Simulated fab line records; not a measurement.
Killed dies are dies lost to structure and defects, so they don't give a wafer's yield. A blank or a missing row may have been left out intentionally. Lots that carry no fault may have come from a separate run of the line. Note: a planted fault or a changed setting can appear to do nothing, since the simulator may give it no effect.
One fault seen from 2 desks ; flow sky130 ; only its own numbers are on each desk; what lay behind them is given at the end

THE METROLOGY DESK
Means of the sampled wafers that have a number, per lot and without regard to the tool the lot ran on: this is what the gauges read. Any lot whose mean is over 4 standard deviations away from the usual mean is out of limits and marked OUT; that distance is given in the brackets.
Columns: A = GATE_OXIDE_OVL at SKY_GATE_OXIDE_OVL_MEAS_10, usual 0.1 nm; B = cdNm at SKY_LDD_P_CD_MEAS_07, usual 380.1 nm
lot;first seen here;A;B
L985;day 15 10:53;-0.2;380.6
L986;day 15 13:58;-1.3;377.9
L987;day 15 23:53;0.3;380.6
L988;day 16 09:48;0.3;380.7
L989;day 16 16:16;-0.6;379.6
L991;day 17 06:13;0.2;381.4
L992;day 17 16:02;0.9;381.9
L993;day 18 16:08;0.6;380.2
L994;day 18 20:24;1.0;381.1
L995;day 19 08:31;0.5;376.1
L100;day 20 13:43;-0.2;378.5
L104;day 21 21:04;-1.6;379.0
Finding of this desk: none of the 12 lots has anything out of limits.

AT THE TOOL OWNER'S DESK: plasmaAsher-04
The tool's own readings at SKY_LDD_N_STRIP_16 (strips in O2/N2): means of the sampled wafers that have a number, for each lot that ran on this tool. Any lot whose mean is over 4 standard deviations away from the usual mean is out of limits and marked OUT; that distance is given in the brackets.
Columns: A = chamberPressureMTorr at SKY_LDD_N_STRIP_16, usual 1500.1 mTorr; B = drypumpMotorCurrentA at SKY_LDD_N_STRIP_16, usual 5.73 A; C = oesProductAu at SKY_LDD_N_STRIP_16, usual 0.407 a.u.; D = stripTimeToEndpointS at SKY_LDD_N_STRIP_16, usual 4.317 s
lot;first seen here;A;B;C;D
L985;day 19 12:22;1498.6;5.80;0.405;4.323
L987;day 20 03:50;1499.9;5.77;0.409;4.328
L989;day 20 21:32;1500.1;5.80;0.410;4.307
L992;day 21 22:19;1499.7;5.77;0.407;4.311
L993;day 22 21:10;1499.3;5.76;0.405;4.320
L994;day 23 02:03;1501.2;5.81;0.409;4.315
Finding of this desk: none of the 6 lots has anything out of limits.

ALL TOGETHER
From the metrology desk's view, nothing was out of limits.
Nothing out of limits was seen by the tool owner's desk.

WHAT THE SIMULATOR HAD PUT IN
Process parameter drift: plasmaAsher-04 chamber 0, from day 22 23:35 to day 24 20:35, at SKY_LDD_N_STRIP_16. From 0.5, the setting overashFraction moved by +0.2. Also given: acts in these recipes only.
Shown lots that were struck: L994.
